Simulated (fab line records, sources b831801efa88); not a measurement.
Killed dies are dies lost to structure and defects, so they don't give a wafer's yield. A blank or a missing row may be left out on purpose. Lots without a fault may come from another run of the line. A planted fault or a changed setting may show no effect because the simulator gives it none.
Chamber matching | flow sky130 | SKY_PASSIVATION_CVD_02 on pecvd-01: 3 sister chambers
The step deposits Si3N4, target thk 540 nm. 6 wafers are shown with their chamber, then 8 later ones without.

WAFERS WITH THEIR CHAMBER
wafer  | chamber | heater_power_outer_w (W) | heater_power_w (W)
L085.5 | 0       | 358                      | 624
L090.2 | 0       | 392                      | 678
L088.2 | 1       | 343                      | 679
L088.3 | 2       | 469                      | 772
L088.6 | 2       | 487                      | 816
L091.1 | 1       | 413                      | 758

WAFERS WITHOUT THEIR CHAMBER
wafer  | heater_power_outer_w (W) | heater_power_w (W)
L091.3 | 452                      | 759
L091.6 | 484                      | 782
L093.2 | 404                      | 705
L093.4 | 430                      | 722
L093.6 | 415                      | 748
L094.1 | 520                      | 856
L094.3 | 403                      | 759
L094.5 | 423                      | 793

WHICH CHAMBER EACH WENT THROUGH
wafer  | from the rows above          | in truth
L091.3 | can't be placed: 2 or 1      | 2
L091.6 | 2                            | 2
L093.2 | can't be placed: 1 or 0      | 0
L093.4 | can't be placed: 1 or 2 or 0 | 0
L093.6 | can't be placed: 1 or 2 or 0 | 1
L094.1 | 2                            | 2
L094.3 | can't be placed: 1 or 2 or 0 | 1
L094.5 | can't be placed: 2 or 1 or 0 | 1
Placed correctly: 2 of 8. Can't be placed from these rows: 6 (the true chamber is among the candidates in 6). Placed wrongly: 0.
How it was worked out, from the rows above alone: a wafer's distance from a chamber is the root of the sum, over the readings, of the square of ((its reading less the chamber's mean) divided by the reading's scatter). The wafer belongs to the nearest chamber; if the next one is less than 2 further off, it can't be placed. A chamber's mean is the mean of its shown wafers. The scatter: the root of (the sum of the squares of (reading less its chamber's mean) over the shown wafers, divided by (wafers less chambers)).
